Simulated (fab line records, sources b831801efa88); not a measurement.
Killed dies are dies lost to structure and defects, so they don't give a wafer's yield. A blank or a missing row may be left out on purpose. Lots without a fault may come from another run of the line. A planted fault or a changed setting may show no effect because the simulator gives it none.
One fault seen from 2 desks | flow sky130 | each desk has only its own numbers; what lay behind them comes last

THE TOOL OWNER'S DESK: pvd_sputter-04
The tool's own readings at SKY_METAL1_SPUTTER_01 (material TiN, target thk 20 nm, time 16.7 s): means of the sampled wafers that have a number, for each lot that ran on this tool. A lot is out of limits, marked OUT, if its mean lies more than 4 standard deviations from the usual mean; the brackets give that distance.
Columns: A = throttle_valve_pct at SKY_METAL1_SPUTTER_01, usual 29.6 %
lot  | first seen here | A
L405 | day 32 16:26    | 30.3
L406 | day 33 01:26    | 29.7
L413 | day 37 07:36    | 30.0
L414 | day 37 12:38    | 30.0
This desk's finding: nothing out of limits on any of the 4 lots.

THE METROLOGY DESK
What the gauges read, lot by lot, whatever tool the lot ran on: means of the sampled wafers that have a number. A lot is out of limits, marked OUT, if its mean lies more than 4 standard deviations from the usual mean; the brackets give that distance.
Columns: A = CONTACT_W_RS at SKY_CONTACT_RS_MEAS_25, usual 0.334 ohm/sq; B = METAL1_ALCU_RS at SKY_METAL1_RS_MEAS_05, usual 0.1267 ohm/sq; C = VIA1_HDPCVD_THK at SKY_VIA1_THK_MEAS_01, usual 1027 nm
lot  | first seen here | A     | B      | C
L403 | day 31 17:48    | 0.339 | 0.1258 | 1012
L404 | day 32 01:22    | 0.335 | 0.1293 | 1058
L405 | day 32 16:00    | 0.335 | 0.1283 | 1037
L406 | day 33 00:58    | 0.336 | 0.1281 | 1015
L407 | day 33 12:31    | 0.345 | 0.1258 | 1036
L417 | day 37 05:45    | 0.336 | 0.1265 | 1026
L413 | day 37 07:06    | 0.335 | 0.1267 | 1016
L414 | day 37 12:08    | 0.339 | 0.1277 | 1018
L418 | day 37 18:11    | 0.325 | 0.1275 | 1030
L420 | day 38 00:41    | 0.334 | 0.1238 | 1016
L421 | day 38 06:12    | 0.334 | 0.1273 | 1034
L424 | day 38 23:43    | 0.326 | 0.1266 | 1023
This desk's finding: nothing out of limits on any of the 12 lots.

PUT TOGETHER
The tool owner's desk saw nothing out of limits.
The metrology desk saw nothing out of limits.

WHAT THE SIMULATOR HAD PUT IN
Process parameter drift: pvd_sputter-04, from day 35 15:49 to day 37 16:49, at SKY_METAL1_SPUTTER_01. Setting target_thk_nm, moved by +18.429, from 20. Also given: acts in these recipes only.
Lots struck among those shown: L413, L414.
